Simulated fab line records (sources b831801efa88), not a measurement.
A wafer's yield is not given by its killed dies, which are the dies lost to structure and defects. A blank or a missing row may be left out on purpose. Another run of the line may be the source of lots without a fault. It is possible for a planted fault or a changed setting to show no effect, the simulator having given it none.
fab line records + flow sfq-line
record
- lots=7
- wafers=21
- last-day=88
route steps=325 shown M3@125 I3@133
lots that met no fault: taken from a fault-free run of the same line
start-h: hours from the record's first day to the start of the lot's first wafer shown + wait-h: hours elapsed since this lot's preceding step + " same as the row above + L1.1+2: a row that stands for several wafers + - no value present, or no start provided + * or withheld: withheld + < > ~ a bound
route shown NAME@n: a module of which the file shows steps, and the number in the route of the first + usual: mean and standard deviation over wafers with no fault + same: alike in all rows + chamber/n: place in a boat + sites: readings site by site + _std_site: the standard deviation of these + _edge_site: inner sites' mean taken away from outer sites' mean + radius-mm: how far each site lies from the wafer's centre + mask NAME#n: copy n + behind: the tool/chamber that last shaped the wafer + hold: reason for holding the lot/hours on hold/outcome of the hold + device: names the non-switching transistor (n, p or np) + end of line: at the end of the route, the tests of the same wafers + a step without rows: its recipe alone + killed: not the wafer's yield, but the dies lost to structure and defects at the first sort + map: a wafer's dies, marking killed ones x, the rest . and places with no die _
set.NAME: setting as actually run; set.NAME@STEP: the setting as run at that earlier step + model.NAME: the simulator's own value behind a step, which no gauge read
lots at some steps of the route; a table a step, a row a wafer
services: from which hour (start-h, from the record's first day; less than 0 if before it) a tool's chamber was out of use, for how many hours, and why
## steps
# step SFQ_TRILAYER_M3_LITHO_EXPOSE_076
# recipe
- mask-id=M3
- na=0.6
- source-shape=conventional
- sigma-outer=0.65
- target-cd-nm=500
- dose-mj=14.4
# step SFQ_TRILAYER_M3_LITHO_PEB_078
# recipe
- peb-temp-c=115
- peb-time-s=60
- resist=KrF
# step SFQ_TRILAYER_M3_LITHO_DEVELOP_077
# recipe
- time-s=60
- resist=KrF
# step SFQ_M3_OVL_MEAS_921
# usual
- M3_OVL=-1/6
| lot.wafer | tool       | chamber | start-h | wait-h | M3_OVL[nm] |
|-----------|------------|---------|---------|--------|------------|
| L828.1    | overlay-01 | -       | 1032.34 | 0.1    | -12        |
| L828.2    | "          | -       | "       | "      | -6         |
| L828.5    | "          | -       | "       | "      | -10        |
| L829.3    | overlay-01 | -       | 1035.44 | 0.1    | -14        |
| L829.4    | "          | -       | "       | "      | -8         |
| L829.6    | "          | -       | "       | "      | -8         |
| L835.1    | overlay-01 | -       | 1212.39 | 0.1    | -5         |
| L835.2    | "          | -       | "       | "      | 1          |
| L835.6    | "          | -       | "       | "      | -9         |
| L838.1    | overlay-01 | -       | 1218.39 | 0.1    | -5         |
| L838.2    | "          | -       | "       | "      | -4         |
| L838.5    | "          | -       | "       | "      | -9         |
| L840.1    | overlay-01 | -       | 1224.39 | 0.1    | 7          |
| L840.2    | "          | -       | "       | "      | 2          |
| L840.4    | "          | -       | "       | "      | 10         |
| L841.1    | overlay-02 | -       | 1226.79 | 0.1    | -6         |
| L841.2    | "          | -       | "       | "      | -3         |
| L841.6    | "          | -       | "       | "      | -5         |
| L842.2    | overlay-02 | -       | 1229.20 | 0.1    | 5          |
| L842.4    | "          | -       | "       | "      | 7          |
| L842.5    | "          | -       | "       | "      | 10         |
# step SFQ_TRILAYER_M3_BARC_OPEN_METAL_ETCH_100
# recipe
- mask-material=PR
- chemistry=O2
- target-depth-nm=125
- target=BARC
- icp-w=600
- bias-w=80
- pressure-mtorr=10
- time-s=41.7
# usual
- chamber-pressure-mTorr=10.000/0.01
- drypump-motor-current-A=6.0/0.48
- oes-product-au=0.684/0.0044
| lot.wafer | tool         | chamber | start-h | wait-h | chamber-pressure-mTorr | drypump-motor-current-A | oes-product-au | rf-hours-counter-h |
|-----------|--------------|---------|---------|--------|------------------------|-------------------------|----------------|--------------------|
| L828.1    | rie-metal-03 | 0       | 1032.37 | 0.0    | 9.984                  | 6.6                     | 0.682          | 3                  |
| L828.2    | "            | 0       | "       | "      | 10.005                 | 6.6                     | 0.681          | -                  |
| L828.5    | "            | 0       | "       | "      | 9.992                  | 6.6                     | 0.682          | -                  |
| L829.3    | rie-metal-03 | 0       | 1035.50 | 0.1    | 10.014                 | 6.6                     | 0.689          | -                  |
| L829.4    | "            | 0       | "       | "      | 9.993                  | 6.6                     | 0.685          | -                  |
| L829.6    | "            | 0       | "       | "      | 9.991                  | 6.5                     | 0.680          | -                  |
| L835.1    | rie-metal-04 | 1       | 1212.43 | 0.0    | 9.989                  | 5.1                     | 0.683          | 28                 |
| L835.2    | "            | 0       | "       | "      | 9.997                  | 6.4                     | 0.678          | 34                 |
| L835.6    | "            | 1       | "       | "      | 10.002                 | 5.1                     | 0.688          | -                  |
| L838.1    | rie-metal-02 | 1       | 1218.43 | 0.0    | 10.000                 | 5.9                     | 0.685          | 11                 |
| L838.2    | "            | 0       | "       | "      | 10.003                 | 6.2                     | 0.686          | 51                 |
| L838.5    | "            | 1       | "       | "      | 9.999                  | 5.9                     | 0.679          | -                  |
| L840.1    | rie-metal-03 | 0       | 1224.43 | 0.0    | 10.000                 | 6.5                     | 0.688          | 35                 |
| L840.2    | "            | 1       | "       | "      | 9.969                  | 5.7                     | 0.683          | 26                 |
| L840.4    | "            | 0       | "       | "      | 10.010                 | 6.6                     | 0.689          | -                  |
| L841.1    | rie-metal-04 | 1       | 1226.83 | 0.0    | 9.986                  | 5.1                     | 0.683          | 29                 |
| L841.2    | "            | 0       | "       | "      | 10.016                 | 6.4                     | 0.689          | 35                 |
| L841.6    | "            | 0       | "       | "      | 9.995                  | 6.3                     | 0.687          | -                  |
| L842.2    | rie-metal-02 | 0       | 1229.23 | 0.0    | 10.004                 | 6.3                     | 0.683          | 52                 |
| L842.4    | "            | 0       | "       | "      | 9.981                  | 6.3                     | 0.686          | -                  |
| L842.5    | "            | 0       | "       | "      | 9.990                  | 6.2                     | 0.677          | -                  |
# step SFQ_TRILAYER_M3_ETCH_METAL_ETCH_078
# recipe
- target=Nb
- stop-on=SiO2
- mask-material=PR
- chemistry=Cl2/Ar
- target-depth-nm=240
- icp-w=600
- bias-w=80
- pressure-mtorr=10
- time-s=120
# step SFQ_TRILAYER_M3_STRIP_STRIP_079
# recipe
- gas=O2
- power-w=200
- platen-temp-c=40
- overash-fraction=0.65
- chemistry=O2
- pressure-mtorr=50
# usual
- chamber-pressure-mTorr=50.00/0.048
- drypump-motor-current-A=6.0/0.48
- oes-product-au=1.001/0.011
| lot.wafer | tool         | chamber | start-h | wait-h | chamber-pressure-mTorr | drypump-motor-current-A | oes-product-au | rf-hours-counter-h |
|-----------|--------------|---------|---------|--------|------------------------|-------------------------|----------------|--------------------|
| L828.1    | rie-metal-03 | 0       | 1032.74 | 0.2    | 50.03                  | 6.6                     | 0.997          | 3                  |
| L828.2    | "            | 0       | "       | "      | 49.99                  | 6.6                     | 0.993          | -                  |
| L828.5    | "            | 0       | "       | "      | 50.03                  | 6.6                     | 0.992          | -                  |
| L829.3    | rie-metal-03 | 0       | 1036.23 | 0.5    | 49.99                  | 6.6                     | 0.984          | -                  |
| L829.4    | "            | 0       | "       | "      | 50.04                  | 6.6                     | 0.987          | -                  |
| L829.6    | "            | 0       | "       | "      | 49.98                  | 6.6                     | 0.992          | -                  |
| L835.1    | rie-metal-04 | 1       | 1212.61 | 0.1    | 49.94                  | 5.2                     | 1.011          | 28                 |
| L835.2    | "            | 0       | "       | "      | 49.99                  | 6.4                     | 0.994          | 34                 |
| L835.6    | "            | 1       | "       | "      | 49.96                  | 5.1                     | 1.020          | -                  |
| L838.1    | rie-metal-02 | 1       | 1218.61 | 0.1    | 50.05                  | 5.9                     | 0.992          | 11                 |
| L838.2    | "            | 0       | "       | "      | 49.89                  | 6.3                     | 1.010          | 51                 |
| L838.5    | "            | 1       | "       | "      | 50.03                  | 5.9                     | 1.002          | -                  |
| L840.1    | rie-metal-03 | 0       | 1224.61 | 0.1    | 50.00                  | 6.6                     | 0.983          | 35                 |
| L840.2    | "            | 1       | "       | "      | 49.93                  | 5.7                     | 0.995          | 26                 |
| L840.4    | "            | 0       | "       | "      | 49.93                  | 6.6                     | 0.975          | -                  |
| L841.1    | rie-metal-04 | 1       | 1227.01 | 0.1    | 50.01                  | 5.2                     | 1.006          | 29                 |
| L841.2    | "            | 0       | "       | "      | 50.05                  | 6.4                     | 0.986          | 35                 |
| L841.6    | "            | 0       | "       | "      | 49.93                  | 6.4                     | 0.994          | -                  |
| L842.2    | rie-metal-02 | 0       | 1229.41 | 0.1    | 49.98                  | 6.2                     | 1.007          | 52                 |
| L842.4    | "            | 0       | "       | "      | 49.96                  | 6.2                     | 1.011          | -                  |
| L842.5    | "            | 0       | "       | "      | 49.94                  | 6.2                     | 0.994          | -                  |
# step SFQ_TRILAYER_M3_STRIP_SOLV_CLEAN_080
# recipe
- chemistry=NMP
- temp-c=70
- time-s=600
# step SFQ_TRILAYER_I3_DEP_PECVD_081
# recipe
- material=SiO2
- temp-c=150
- time-s=111.11
- pressure-torr=2.4
- rf-w=183.3
- precursor=SiH4/N2O
- target-thk-nm=500
# usual
- heater-power-w=86/18
- showerhead-vpp-V=845/28
- throttle-valve-pct=25.5/1.7
| lot.wafer | tool     | chamber | start-h | wait-h | heater-power-w | showerhead-vpp-V | throttle-valve-pct |
|-----------|----------|---------|---------|--------|----------------|------------------|--------------------|
| L828.1    | pecvd-02 | 1       | 1034.12 | 0.0    | 84             | 841              | 24.7               |
| L828.2    | "        | 0       | "       | "      | 57             | 820              | 26.6               |
| L828.5    | "        | 1       | "       | "      | 89             | 853              | 24.9               |
| L829.3    | pecvd-01 | 0       | 1037.21 | 0.0    | 95             | 809              | 23.4               |
| L829.4    | "        | 1       | "       | "      | 83             | 809              | 23.6               |
| L829.6    | "        | 2       | "       | "      | 56             | 813              | 24.0               |
| L835.1    | pecvd-02 | 2       | 1213.39 | 0.0    | 83             | 874              | 28.4               |
| L835.2    | "        | 1       | "       | "      | 79             | 849              | 24.8               |
| L835.6    | "        | 1       | "       | "      | 84             | 863              | 24.6               |
| L838.1    | pecvd-02 | 1       | 1219.39 | 0.0    | 88             | 854              | 24.6               |
| L838.2    | "        | 0       | "       | "      | 58             | 846              | 26.6               |
| L838.5    | "        | 1       | "       | "      | 92             | 853              | 24.7               |
| L840.1    | pecvd-02 | 1       | 1225.39 | 0.0    | 86             | 851              | 24.6               |
| L840.2    | "        | 0       | "       | "      | 52             | 843              | 26.7               |
| L840.4    | "        | 2       | "       | "      | 76             | 894              | 28.3               |
| L841.1    | pecvd-02 | 1       | 1227.79 | 0.0    | 90             | 852              | 24.8               |
| L841.2    | "        | 0       | "       | "      | 59             | 824              | 26.5               |
| L841.6    | "        | 0       | "       | "      | 62             | 840              | 26.5               |
| L842.2    | pecvd-01 | 1       | 1230.19 | 0.0    | 96             | 818              | 24.4               |
| L842.4    | "        | 1       | "       | "      | 98             | 816              | 24.2               |
| L842.5    | "        | 2       | "       | "      | 59             | 814              | 24.5               |
# step SFQ_TRILAYER_I3_CMP_CMP_082
# recipe
- material=SiO2
- down-force-psi=3
- platen-rpm=60
- pad-velocity-m-s=0.94248
# usual
- motor-current-A=10.3/1.3
- time-to-endpoint-s=213/7.8
| lot.wafer | tool   | chamber | start-h | wait-h | motor-current-A | time-to-endpoint-s |
|-----------|--------|---------|---------|--------|-----------------|--------------------|
| L828.1    | cmp-01 | 2       | 1044.90 | 10.7   | 9.8             | 205                |
| L828.2    | "      | 3       | "       | "      | 10.0            | 203                |
| L828.5    | "      | 1       | 1046.40 | 12.2   | 11.2            | 213                |
| L829.3    | cmp-01 | 0       | 1047.94 | 10.7   | 10.1            | 196                |
| L829.4    | "      | 1       | "       | "      | 10.7            | 207                |
| L829.6    | "      | 3       | 1049.55 | 12.3   | 10.4            | 204                |
| L835.2    | cmp-01 | 0       | 1223.80 | 10.4   | 9.7             | 219                |
| L835.1    | "      | 2       | 1224.80 | 11.4   | 9.7             | 222                |
| L835.6    | "      | 0       | 1225.80 | 12.3   | 9.7             | 227                |
| L838.1    | cmp-02 | 1       | 1232.49 | 13.1   | 13.2            | 217                |
| L838.2    | "      | 2       | "       | "      | 9.6             | 208                |
| L838.5    | "      | 0       | 1233.99 | 14.5   | 8.9             | 214                |
| L840.1    | cmp-02 | 1       | 1237.99 | 12.6   | 13.8            | 218                |
| L840.4    | "      | 2       | "       | "      | 10.0            | 217                |
| L840.2    | "      | 3       | "       | "      | 10.1            | 209                |
| L841.1    | cmp-02 | 1       | 1240.49 | 12.7   | 13.4            | 216                |
| L841.2    | "      | 0       | 1241.99 | 14.2   | 8.7             | 210                |
| L841.6    | "      | 2       | 1242.99 | 15.1   | 9.8             | 211                |
| L842.4    | cmp-01 | 1       | 1242.93 | 12.7   | 10.9            | 224                |
| L842.2    | "      | 2       | "       | "      | 9.8             | 209                |
| L842.5    | "      | 3       | "       | "      | 9.9             | 200                |
# step SFQ_I3_BOW_MEAS_922
# recipe
- mode=bow
# usual
- I3_BOW=4/9.2
| lot.wafer | tool          | chamber | start-h | wait-h | I3_BOW[um] |
|-----------|---------------|---------|---------|--------|------------|
| L828.1    | film-metro-01 | -       | 1047.40 | 2.0    | -5         |
| L828.2    | "             | -       | "       | "      | 10         |
| L828.5    | "             | -       | "       | "      | -3         |
| L829.3    | film-metro-04 | -       | 1050.67 | 2.2    | 19         |
| L829.4    | "             | -       | "       | "      | -4         |
| L829.6    | "             | -       | "       | "      | 2          |
| L835.1    | film-metro-01 | -       | 1226.80 | 1.5    | 3          |
| L835.2    | "             | -       | "       | "      | 3          |
| L835.6    | "             | -       | "       | "      | -5         |
| L838.1    | film-metro-02 | -       | 1234.49 | 1.5    | -13        |
| L838.2    | "             | -       | "       | "      | -1         |
| L838.5    | "             | -       | "       | "      | -7         |
| L840.1    | film-metro-02 | -       | 1240.49 | 2.0    | 3          |
| L840.2    | "             | -       | "       | "      | 10         |
| L840.4    | "             | -       | "       | "      | 15         |
| L841.1    | film-metro-02 | -       | 1243.49 | 2.5    | -5         |
| L841.2    | "             | -       | "       | "      | -4         |
| L841.6    | "             | -       | "       | "      | 6          |
| L842.2    | film-metro-01 | -       | 1244.95 | 1.0    | 6          |
| L842.4    | "             | -       | "       | "      | 15         |
| L842.5    | "             | -       | "       | "      | 7          |
# step SFQ_TRILAYER_I3_METRO_MEASURE_083
# step SFQ_TRILAYER_I3_VIA_LITHO_COAT_090
# recipe
- resist=BARC
- spin-rpm=3000
- resist-thk-nm=62
# usual
- spin-speed-rpm=3000.4/2
| lot.wafer | tool           | chamber | start-h | wait-h | spin-speed-rpm | model.BARC_of_TRILAYER_I3_VIA_LITHO_COAT_090.thk-nm |
|-----------|----------------|---------|---------|--------|----------------|-----------------------------------------------------|
| L828.1    | litho-track-04 | 0       | 1048.72 | 1.0    | 3001.4         | 62.12                                               |
| L828.2    | "              | 0       | "       | "      | 3002.4         | 62.27                                               |
| L828.5    | "              | 0       | "       | "      | 2999.4         | 62.17                                               |
| L829.3    | litho-track-02 | 0       | 1052.05 | 0.7    | 2999.3         | 62.11                                               |
| L829.4    | "              | 0       | "       | "      | 3000.1         | 61.99                                               |
| L829.6    | "              | 0       | "       | "      | 3001.6         | 62.22                                               |
| L835.1    | litho-track-04 | 0       | 1228.12 | 1.0    | 2951.6         | 62.51                                               |
| L835.2    | "              | 0       | "       | "      | 2953.7         | 62.53                                               |
| L835.6    | "              | 0       | "       | "      | 2955.0         | 62.52                                               |
| L838.1    | litho-track-04 | 0       | 1235.81 | 1.0    | 2955.1         | 62.24                                               |
| L838.2    | "              | 0       | "       | "      | 2952.9         | 62.58                                               |
| L838.5    | "              | 0       | "       | "      | 2953.7         | 62.45                                               |
| L840.1    | litho-track-01 | 0       | 1241.81 | 1.0    | 3001.5         | 62.24                                               |
| L840.2    | "              | 0       | "       | "      | 3003.1         | 62.06                                               |
| L840.4    | "              | 0       | "       | "      | 2998.9         | 62.18                                               |
| L841.1    | litho-track-04 | 0       | 1244.81 | 1.0    | 2953.9         | 62.59                                               |
| L841.2    | "              | 0       | "       | "      | 2956.0         | 62.55                                               |
| L841.6    | "              | 0       | "       | "      | 2956.0         | 62.61                                               |
| L842.2    | litho-track-02 | 0       | 1246.30 | 0.8    | 3003.3         | 62.3                                                |
| L842.4    | "              | 0       | "       | "      | 3002.4         | 62.33                                               |
| L842.5    | "              | 0       | "       | "      | 2997.8         | 62.28                                               |
# step SFQ_TRILAYER_I3_VIA_LITHO_COAT_085
# recipe
- resist=KrF
- spin-rpm=3000
- resist-thk-nm=650
# step SFQ_TRILAYER_I3_VIA_LITHO_SOFTBAKE_089
# recipe
- temp-c=withheld
- time-s=withheld
- resist=KrF
# step SFQ_TRILAYER_I3_VIA_LITHO_EXPOSE_086
# recipe
- mask-id=I3
- na=0.6
- source-shape=conventional
- sigma-outer=0.65
- target-cd-nm=500
- dose-mj=21.3
# step SFQ_TRILAYER_I3_VIA_LITHO_PEB_088
# recipe
- peb-temp-c=115
- peb-time-s=60
- resist=KrF
# step SFQ_TRILAYER_I3_VIA_LITHO_DEVELOP_087
# recipe
- time-s=60
- resist=KrF
# step SFQ_I3_OVL_MEAS_923
# usual
- I3_OVL=-2/5.9
| lot.wafer | tool       | chamber | start-h | wait-h | I3_OVL[nm] |
|-----------|------------|---------|---------|--------|------------|
| L828.1    | overlay-01 | -       | 1052.41 | 0.1    | 4          |
| L828.2    | "          | -       | "       | "      | -1         |
| L828.5    | "          | -       | "       | "      | 6          |
| L829.3    | overlay-01 | -       | 1054.77 | 0.1    | 10         |
| L829.4    | "          | -       | "       | "      | -9         |
| L829.6    | "          | -       | "       | "      | -2         |
| L835.1    | overlay-02 | -       | 1336.73 | 0.1    | -19        |
| L835.2    | "          | -       | "       | "      | -6         |
| L835.6    | "          | -       | "       | "      | -13        |
| L838.1    | overlay-02 | -       | 1343.93 | 0.1    | -6         |
| L838.2    | "          | -       | "       | "      | -1         |
| L838.5    | "          | -       | "       | "      | -7         |
| L840.1    | overlay-02 | -       | 1347.53 | 0.1    | -7         |
| L840.2    | "          | -       | "       | "      | 4          |
| L840.4    | "          | -       | "       | "      | -1         |
| L841.1    | overlay-02 | -       | 1349.93 | 0.1    | 2          |
| L841.2    | "          | -       | "       | "      | -5         |
| L841.6    | "          | -       | "       | "      | -7         |
| L842.2    | overlay-01 | -       | 1351.14 | 0.1    | -4         |
| L842.4    | "          | -       | "       | "      | 2          |
| L842.5    | "          | -       | "       | "      | -1         |
# step SFQ_TRILAYER_I3_VIA_BARC_OPEN_VIA_ETCH_121
# recipe
- mask-material=PR
- chemistry=O2
- target-depth-nm=125
- target=BARC
- source-w=500
- bias-w=80
- pressure-mtorr=30
- time-s=41.7
# usual
- chamber-pressure-mTorr=30.006/0.03
- drypump-motor-current-A=5.5/0.48
- oes-product-au=0.686/0.0051
| lot.wafer | tool        | chamber | start-h | wait-h | chamber-pressure-mTorr | drypump-motor-current-A | oes-product-au | rf-hours-counter-h | model.etch.depth-nm |
|-----------|-------------|---------|---------|--------|------------------------|-------------------------|----------------|--------------------|---------------------|
| L828.1    | rie-diel-02 | 1       | 1052.45 | 0.0    | 30.010                 | 5.0                     | 0.687          | 11                 | 62.12               |
| L828.2    | "           | 3       | "       | "      | 30.051                 | 5.8                     | 0.694          | 8                  | 62.27               |
| L828.5    | "           | 1       | "       | "      | 30.037                 | 5.0                     | 0.691          | -                  | 62.17               |
| L829.3    | rie-diel-03 | 2       | 1054.82 | 0.0    | 29.990                 | 5.8                     | 0.676          | -                  | 62.11               |
| L829.4    | "           | 1       | "       | "      | 29.975                 | 5.0                     | 0.690          | -                  | 61.99               |
| L829.6    | "           | 1       | "       | "      | 30.033                 | 5.0                     | 0.698          | -                  | 62.22               |
| L835.1    | rie-diel-03 | 1       | 1336.77 | 0.0    | 29.989                 | 5.0                     | 0.685          | 7                  | 62.51               |
| L835.2    | "           | 2       | "       | "      | 30.012                 | 5.8                     | 0.688          | 5                  | 62.53               |
| L835.6    | "           | 0       | "       | "      | 29.985                 | 6.5                     | 0.691          | -                  | 62.52               |
| L838.1    | rie-diel-04 | 0       | 1343.97 | 0.0    | 29.980                 | 5.7                     | 0.696          | 6                  | 62.24               |
| L838.2    | "           | 1       | "       | "      | 29.982                 | 5.3                     | 0.679          | 2                  | 62.58               |
| L838.5    | "           | 0       | "       | "      | 30.013                 | 5.7                     | 0.681          | -                  | 62.45               |
| L840.1    | rie-diel-04 | 2       | 1347.57 | 0.0    | 30.027                 | 5.3                     | 0.682          | 12                 | 62.24               |
| L840.2    | "           | 3       | "       | "      | 29.971                 | 6.0                     | 0.690          | 9                  | 62.06               |
| L840.4    | "           | 0       | "       | "      | 29.995                 | 5.7                     | 0.683          | 6                  | 62.18               |
| L841.1    | rie-diel-03 | 0       | 1349.97 | 0.0    | 29.929                 | 6.5                     | 0.681          | 3                  | 62.59               |
| L841.2    | "           | 1       | "       | "      | 30.007                 | 5.0                     | 0.694          | 7                  | 62.55               |
| L841.6    | "           | 1       | "       | "      | 29.990                 | 5.0                     | 0.697          | -                  | 62.61               |
| L842.2    | rie-diel-02 | 1       | 1351.17 | 0.0    | 29.986                 | 5.0                     | 0.685          | 15                 | 62.3                |
| L842.4    | "           | 0       | "       | "      | 30.015                 | 5.5                     | 0.693          | 11                 | 62.33               |
| L842.5    | "           | 3       | "       | "      | 30.049                 | 5.8                     | 0.694          | -                  | 62.28               |
# step SFQ_TRILAYER_I3_VIA_ETCH_VIA_ETCH_088
# recipe
- target=SiO2
- stop-on=Nb
- mask-material=PR
- taper-deg=20
- chemistry=CHF3
- target-depth-nm=260
- source-w=500
- bias-w=80
- pressure-mtorr=30
- time-s=withheld
# usual
- chamber-pressure-mTorr=29.996/0.028
- drypump-motor-current-A=5.5/0.48
- oes-product-au=0.854/0.0053
| lot.wafer | tool        | chamber | start-h | wait-h | chamber-pressure-mTorr | drypump-motor-current-A | oes-product-au |
|-----------|-------------|---------|---------|--------|------------------------|-------------------------|----------------|
| L828.1    | rie-diel-02 | 1       | 1052.49 | 0.0    | 29.971                 | 5.0                     | 0.858          |
| L828.2    | "           | 3       | "       | "      | 29.998                 | 5.9                     | 0.849          |
| L828.5    | "           | 1       | "       | "      | 29.980                 | 5.0                     | 0.864          |
| L829.3    | rie-diel-03 | 2       | 1054.91 | 0.1    | 30.025                 | 5.7                     | 0.850          |
| L829.4    | "           | 1       | "       | "      | 29.987                 | 5.0                     | 0.854          |
| L829.6    | "           | 1       | "       | "      | 29.989                 | 5.0                     | 0.848          |
| L835.1    | rie-diel-03 | 1       | 1336.81 | 0.0    | 29.986                 | 5.0                     | 0.858          |
| L835.2    | "           | 2       | "       | "      | 29.987                 | 5.8                     | 0.855          |
| L835.6    | "           | 0       | "       | "      | 29.997                 | 6.6                     | 0.860          |
| L838.1    | rie-diel-04 | 0       | 1344.01 | 0.0    | 30.027                 | 5.7                     | 0.852          |
| L838.2    | "           | 1       | "       | "      | 29.982                 | 5.4                     | 0.857          |
| L838.5    | "           | 0       | "       | "      | 29.980                 | 5.7                     | 0.854          |
| L840.1    | rie-diel-04 | 2       | 1347.61 | 0.0    | 30.032                 | 5.3                     | 0.860          |
| L840.2    | "           | 3       | "       | "      | 29.969                 | 6.1                     | 0.849          |
| L840.4    | "           | 0       | "       | "      | 30.025                 | 5.7                     | 0.855          |
| L841.1    | rie-diel-03 | 0       | 1350.01 | 0.0    | 29.982                 | 6.5                     | 0.855          |
| L841.2    | "           | 1       | "       | "      | 29.980                 | 5.0                     | 0.857          |
| L841.6    | "           | 1       | "       | "      | 29.982                 | 5.0                     | 0.861          |
| L842.2    | rie-diel-02 | 1       | 1351.21 | 0.0    | 29.976                 | 5.0                     | 0.856          |
| L842.4    | "           | 0       | "       | "      | 29.997                 | 5.5                     | 0.844          |
| L842.5    | "           | 3       | "       | "      | 30.001                 | 5.8                     | 0.848          |
## services
| tool         | chamber | start-h | hours | kind   |
|--------------|---------|---------|-------|--------|
| cmp-01       | -       | 1016.66 | 2.3   | repair |
| rie-diel-03  | 0       | 1052.18 | 16.6  | repair |
| cmp-01       | -       | 1053.41 | 4.4   | repair |
| rie-diel-03  | 3       | 1054.10 | 75.4  | repair |
| rie-metal-04 | -       | 1066.12 | 14.6  | pm     |
| cmp-01       | -       | 1078.10 | 1.7   | repair |
| rie-metal-04 | 1       | 1112.87 | 2.2   | repair |
| rie-diel-02  | -       | 1117.93 | 0.7   | repair |
| rie-metal-02 | -       | 1133.57 | 0.9   | repair |
| cmp-01       | -       | 1140.17 | 0.2   | repair |
| rie-diel-03  | 0       | 1141.87 | 6.6   | repair |
| rie-metal-02 | 1       | 1150.30 | 20.5  | repair |
| rie-diel-04  | 0       | 1169.33 | 4.0   | repair |
| rie-diel-03  | 3       | 1177.62 | 2.6   | repair |
| rie-diel-03  | 2       | 1178.51 | 16.4  | repair |
| pecvd-02     | 1       | 1196.94 | 4.8   | repair |
| rie-diel-03  | 1       | 1197.76 | 8.2   | repair |
| pecvd-02     | 1       | 1202.72 | 5.7   | repair |
| rie-diel-03  | -       | 1204.75 | 2.8   | pm     |
| rie-diel-03  | 1       | 1289.69 | 4.9   | repair |
| rie-diel-03  | 0       | 1297.25 | 6.4   | repair |
| pecvd-02     | -       | 1316.75 | 14.0  | pm     |
| rie-metal-03 | -       | 1336.54 | 19.0  | repair |
| pecvd-02     | -       | 1344.36 | 5.5   | pm     |
## key
first-sign
- step=SFQ_TRILAYER_I3_VIA_LITHO_COAT_090
- reading=spin-speed-rpm
- direction=down
- sigmas=23
- usual=3000.4
- struck=2954.2
effect none on later readings
model-effect
- step=SFQ_TRILAYER_I3_VIA_LITHO_COAT_090
- value=BARC_of_TRILAYER_I3_VIA_LITHO_COAT_090.thk-nm
- without=62.04
- struck=62.51
model-effect
- step=SFQ_TRILAYER_I3_VIA_BARC_OPEN_VIA_ETCH_121
- value=etch.depth-nm
- without=62.04
- struck=62.51
met-at SFQ_TRILAYER_I3_VIA_LITHO_COAT_090
struck-wafers L835.1,L835.2,L835.6,L838.1,L838.2,L838.5,L841.1,L841.2,L841.6
onset-between 1048.72 1228.12
fault
- kind=process-parameter-drift
- tool=litho-track-04
- chamber=-
- onset-h=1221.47
- steps=SFQ_TRILAYER_I3_VIA_LITHO_COAT_090
- channel=spin-rpm
- offset=-45.114
- shape=step
- end-h=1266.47
- acts-in=these-recipes-only
- stated=3000
